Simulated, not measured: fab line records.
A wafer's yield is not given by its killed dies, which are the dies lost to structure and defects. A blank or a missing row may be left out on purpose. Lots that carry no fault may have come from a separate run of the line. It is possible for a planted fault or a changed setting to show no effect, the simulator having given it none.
Comparing a struck lot with a sound one -- flow sky130 -- 24 steps out of a route of 708
Sound: the wafers L171.1, L171.2, L171.6. The struck wafers were L173.2, L173.4, L173.5. Last of all comes the cause.
For every step that has rows: the tool of each side, followed by ch and its chambers, followed by its first start. Under that, the readings that differ: sound wafers -- struck wafers -- difference of the means -- sigmas: that difference in standard deviations of wafers without a fault.
alike: readings whose means differ by less than 2 such deviations, and words and numbers that are the same on both sides. not compared: withheld readings, readings that some wafer has no value for, bounds like >300 that may hide the same value, and numbers for which the record gives no deviation and whose values overlap.
The two part at a step that has a row with sigmas, a row that says differs or no value, or rows on one side only. When numbers do not overlap yet have no deviation, they are printed without sigmas and do not part them. Lack of a reading on every wafer of one side parts them only where that side has two or more wafers.

first, 4 steps without rows for these wafers: SKY_CAPM_SOFTBAKE_08 (time 60 s); SKY_CAPM_EXPOSE_09 (exposes mask CAPM, target cd 1000 nm); SKY_CAPM_PEB_10; SKY_CAPM_DEVELOP_11 (develop time 60 s).
SKY_CAPM_OVL_MEAS_12:
  sound: overlay-01 at day 39 00:01; struck: overlay-02 at day 39 18:49
  alike: CAPM_OVL
SKY_CAPM_METAL_ETCH_13: etches TiN in Cl2/BCl3, stops on SiO2, target depth 220 nm, time 62.9 s.
  sound on rieMetal-02 ch 0,1, day 39 00:03; struck on rieMetal-04 ch 0,1, day 39 18:50
  alike: drypumpMotorCurrentA, oesProductAu, throttleValvePct
  not compared: rfHoursCounterH
SKY_CAPM_STRIP_14: strips in O2/N2.
  sound on plasmaAsher-03 ch 0,1, day 39 00:08; struck on plasmaAsher-04 ch 0,1, day 39 18:55
  alike: drypumpMotorCurrentA, oesProductAu, stripTimeToEndpointS
  not compared: rfHoursCounterH
then, 5 steps without rows for these wafers: SKY_CAPM_STRIP_15 (strips in post etch residue remover, time 1200 s); SKY_CAPM_CLEAN_16 (cleans in IPA, time 180 s); SKY_CAPM_CLEAN_17 (cleans in O3/DIW); SKY_METAL3_DEHYDRATE_05 (time 60 s); SKY_METAL3_HMDS_06 (prime time 60 s).
SKY_METAL3_COAT_07: resist thk 60 nm.
  sound on lithoTrack-03 ch 0, day 39 13:44; struck on lithoTrack-01 ch 0, day 40 06:14
reading,sound,struck,difference,sigmas
spinSpeedRpm (rpm),3002.6 3000.0 2999.3,2444.3 2443.0 2443.6,-557.0,-99 or more
  alike: exhaustPa
then, 5 steps without rows for these wafers: SKY_METAL3_COAT_08 (resist thk 1140 nm); SKY_METAL3_SOFTBAKE_09 (time 90 s); SKY_METAL3_EXPOSE_10 (exposes mask MM3, target cd 300 nm); SKY_METAL3_PEB_11; SKY_METAL3_DEVELOP_12 (develop time 60 s).
SKY_METAL3_CD_MEAS_13 targets a cd of 300 nm.
  sound: cdSem-02 at day 40 00:35; struck: cdSem-02 at day 40 20:10
reading,sound,struck,difference,sigmas
cdNm (nm),301.9 301.9 302.0,297.3 298.2 298.1,-4.1,-3
SKY_METAL3_OVL_MEAS_14:
  sound: overlay-01 at day 40 00:43; struck: overlay-02 at day 40 20:16
  alike: METAL3_OVL
SKY_METAL3_DESCUM_15: chemistry O2, time 8 s.
  sound on rieMetal-03 ch 0,1, day 40 00:44; struck on rieMetal-02 ch 0,1, day 40 20:17
  alike: drypumpMotorCurrentA, oesProductAu
  not compared: rfHoursCounterH
SKY_METAL3_ETCH_16: etches BARC in N2/H2, stops on SiO2, time 88.2 s, target depth 60 nm.
  sound on rieMetal-03 ch 0,1, day 40 00:46; struck on rieMetal-02 ch 0,1, day 40 20:19
reading,sound,struck,difference,sigmas
oesProductAu (a.u.),0.626 0.632 0.614,0.646 0.647 0.650,+0.024,+5
model.etch.depthNm (nm),60.11 60.07 60.01,66.7 66.58 66.74,+6.6,
  alike: drypumpMotorCurrentA, throttleValvePct
  not compared: rfHoursCounterH
SKY_METAL3_ETCH_17: etches SiO2 in C4F8/O2/Ar, stops on TiN, time 3.9 s, target depth 15 nm.
  sound on rieDiel-04 ch 0,3, day 40 00:52; struck on rieDiel-02 ch 0,3, day 40 20:25
  alike: oesProductAu
  not compared: rfHoursCounterH
-- the record jumps here: 7 days lie between the struck wafers' starts before and after (it left off in module METAL3 and takes up again in module PAD_OPEN, whose first step shown is number 708 of the route) --
SKY_PAD_OPEN_PROBE_99:
  record: rows for the struck wafers here (prober-01, day 47 16:20), none for the sound ones

== WHERE THEY PART ==
Last at SKY_PAD_OPEN_PROBE_99 as far as this record goes, first at SKY_METAL3_COAT_07.

WHY: what had been put in by the simulator
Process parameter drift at SKY_METAL3_COAT_07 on lithoTrack-01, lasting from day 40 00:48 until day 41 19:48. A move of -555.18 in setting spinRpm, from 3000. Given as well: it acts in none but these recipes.
